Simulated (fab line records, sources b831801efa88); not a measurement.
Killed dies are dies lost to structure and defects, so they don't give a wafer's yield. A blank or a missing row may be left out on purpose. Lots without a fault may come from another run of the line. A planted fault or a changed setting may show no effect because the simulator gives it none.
Chamber matching | flow gf180mcu | GF_PASSIVATION_ETCH_11 on rie_diel-04: 4 sister chambers
The step etches the open film in CF4/O2, stops on TiN, target depth 2040 nm, time 453.3 s. 7 wafers are shown with their chamber, then 7 later ones without.

WAFERS WITH THEIR CHAMBER
wafer  | chamber | oes_product_au (a.u.) | O2_flow_sccm (sccm)
L965.5 | 2       | 0.979                 | 9.95
L966.6 | 0       | 0.993                 | 10.00
L967.1 | 1       | 0.997                 | 9.97
L967.4 | 2       | 0.989                 | 10.03
L967.6 | 3       | 0.993                 | 10.00
L970.1 | 3       | 0.994                 | 9.98
L970.3 | 1       | 0.998                 | 9.94

WAFERS WITHOUT THEIR CHAMBER
wafer  | oes_product_au (a.u.) | O2_flow_sccm (sccm)
L970.6 | 0.974                 | 9.96
L982.2 | 0.997                 | 9.99
L982.3 | 0.994                 | 10.05
L982.6 | 0.998                 | 9.99
L983.2 | 0.989                 | 10.08
L983.4 | 0.971                 | 9.98
L983.6 | 0.996                 | 10.06

WHICH CHAMBER EACH WENT THROUGH
wafer  | from the rows above               | in truth
L970.6 | 2                                 | 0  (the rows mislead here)
L982.2 | can't be placed: 3 or 1 or 0      | 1
L982.3 | can't be placed: 0 or 3 or 1 or 2 | 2
L982.6 | can't be placed: 1 or 3 or 0      | 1
L983.2 | can't be placed: 0 or 3 or 2 or 1 | 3
L983.4 | 2                                 | 2
L983.6 | can't be placed: 0 or 3 or 1 or 2 | 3
Placed correctly: 1 of 7. Can't be placed from these rows: 5 (the true chamber is among the candidates in 5). Placed wrongly: 1.
How it was worked out, from the rows above alone: a wafer's distance from a chamber is the root of the sum, over the readings, of the square of ((its reading less the chamber's mean) divided by the reading's scatter). The wafer belongs to the nearest chamber; if the next one is less than 2 further off, it can't be placed. A chamber's mean is the mean of its shown wafers. The scatter: the root of (the sum of the squares of (reading less its chamber's mean) over the shown wafers, divided by (wafers less chambers)).
